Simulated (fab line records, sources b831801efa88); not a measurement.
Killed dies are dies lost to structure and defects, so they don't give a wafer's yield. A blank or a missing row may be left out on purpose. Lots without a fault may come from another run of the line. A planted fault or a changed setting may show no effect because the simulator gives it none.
Chamber matching | flow gf180mcu | GF_V3_ETCH_16 on rie_diel-03: 4 sister chambers
The step etches BARC in N2/H2. 4 wafers are shown with their chamber, then 8 later ones without.

WAFERS WITH THEIR CHAMBER
wafer  | chamber | drypump_motor_current_A (A)
L082.1 | 2       | 5.5
L082.2 | 1       | 5.2
L082.3 | 3       | 6.0
L082.4 | 0       | 6.5

WAFERS WITHOUT THEIR CHAMBER
wafer  | drypump_motor_current_A (A)
L082.5 | 6.5
L082.6 | 6.0
L087.1 | 5.3
L087.3 | 5.9
L087.6 | 5.2
L093.1 | 5.9
L093.5 | 5.6
L093.6 | 5.3

WHICH CHAMBER EACH WENT THROUGH
wafer  | from the rows above     | in truth
L082.5 | 0                       | 0
L082.6 | 3                       | 3
L087.1 | can't be placed: 1 or 2 | 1
L087.3 | 3                       | 3
L087.6 | 1                       | 1
L093.1 | 3                       | 3
L093.5 | 2                       | 2
L093.6 | can't be placed: 1 or 2 | 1
Placed correctly: 6 of 8. Can't be placed from these rows: 2 (the true chamber is among the candidates in 2). Placed wrongly: 0.
How it was worked out, from the rows above alone: a wafer's distance from a chamber is the root of the sum, over the readings, of the square of ((its reading less the chamber's mean) divided by the reading's scatter). The wafer belongs to the nearest chamber; if the next one is less than 2 further off, it can't be placed. A chamber's mean is the mean of its shown wafers. The scatter: with one shown wafer a chamber, the root of the mean of the squares of how far each hidden wafer lies from its nearest shown one.
